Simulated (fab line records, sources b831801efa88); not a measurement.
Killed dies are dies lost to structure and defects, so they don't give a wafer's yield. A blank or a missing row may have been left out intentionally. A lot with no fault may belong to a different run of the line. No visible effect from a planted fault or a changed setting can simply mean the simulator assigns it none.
Matching of chambers    flow gf180mcu    GF_V4_ETCH_16 on rie_diel-03: 4 sister chambers
The step etches BARC in N2/H2. 16 wafers are shown with their chamber, then 8 later ones without.

WAFERS WITH THEIR CHAMBER
wafer   chamber  throttle_valve_pct (%)  oes_product_au (a.u.)
L074.1  3        13.231                  0.856
L074.4  1        13.236                  0.855
L074.5  3        13.215                  0.858
L076.2  0        13.226                  0.853
L076.3  3        13.237                  0.855
L076.6  1        13.229                  0.853
L079.1  2        13.246                  0.854
L079.2  0        13.222                  0.863
L079.3  1        13.232                  0.859
L081.1  1        13.237                  0.858
L081.4  2        13.222                  0.862
L081.5  2        13.231                  0.849
L083.1  3        13.215                  0.859
L083.5  0        13.228                  0.856
L083.6  3        13.219                  0.865
L085.1  3        13.241                  0.852

SIGNATURES (averages over the wafers above)
reading             chamber 0  chamber 1  chamber 2  chamber 3  scatter within a chamber
throttle_valve_pct  13.22533   13.23350   13.23300   13.22633   0.0092
oes_product_au      0.85733    0.85625    0.85500    0.85750    0.00465
Rule: distance of a wafer from a chamber = root of the sum over the readings of ((wafer's reading minus chamber's mean) / reading's scatter) squared. If the next closest chamber is less than 2 further off than the closest, the wafer can't be placed; otherwise it belongs to the closest. The scatter: the root of (the sum of the squares of (reading less its chamber's mean) over the shown wafers, divided by (wafers less chambers)).

WAFERS WITH NO CHAMBER GIVEN
wafer   throttle_valve_pct (%)  oes_product_au (a.u.)
L085.2  13.213                  0.851
L085.5  13.219                  0.852
L091.2  13.233                  0.853
L091.5  13.197                  0.853
L091.6  13.230                  0.858
L096.1  13.235                  0.853
L096.2  13.228                  0.856
L096.6  13.235                  0.852

WHICH CHAMBER EACH ONE RAN IN
wafer   from the rows above                in truth
L085.2  can't be placed: 0 or 3 or 2 or 1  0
L085.5  can't be placed: 0 or 3 or 2 or 1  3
L091.2  can't be placed: 2 or 1 or 3 or 0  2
L091.5  can't be placed: 0 or 3 or 2 or 1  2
L091.6  can't be placed: 3 or 0 or 1 or 2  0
L096.1  can't be placed: 2 or 1 or 3 or 0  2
L096.2  can't be placed: 3 or 0 or 2 or 1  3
L096.6  can't be placed: 2 or 1 or 3 or 0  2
Correctly placed: 0 of 8. Cannot be placed on the basis of these rows: 8; the candidates contain the true chamber in 8. Placed wrongly: 0.
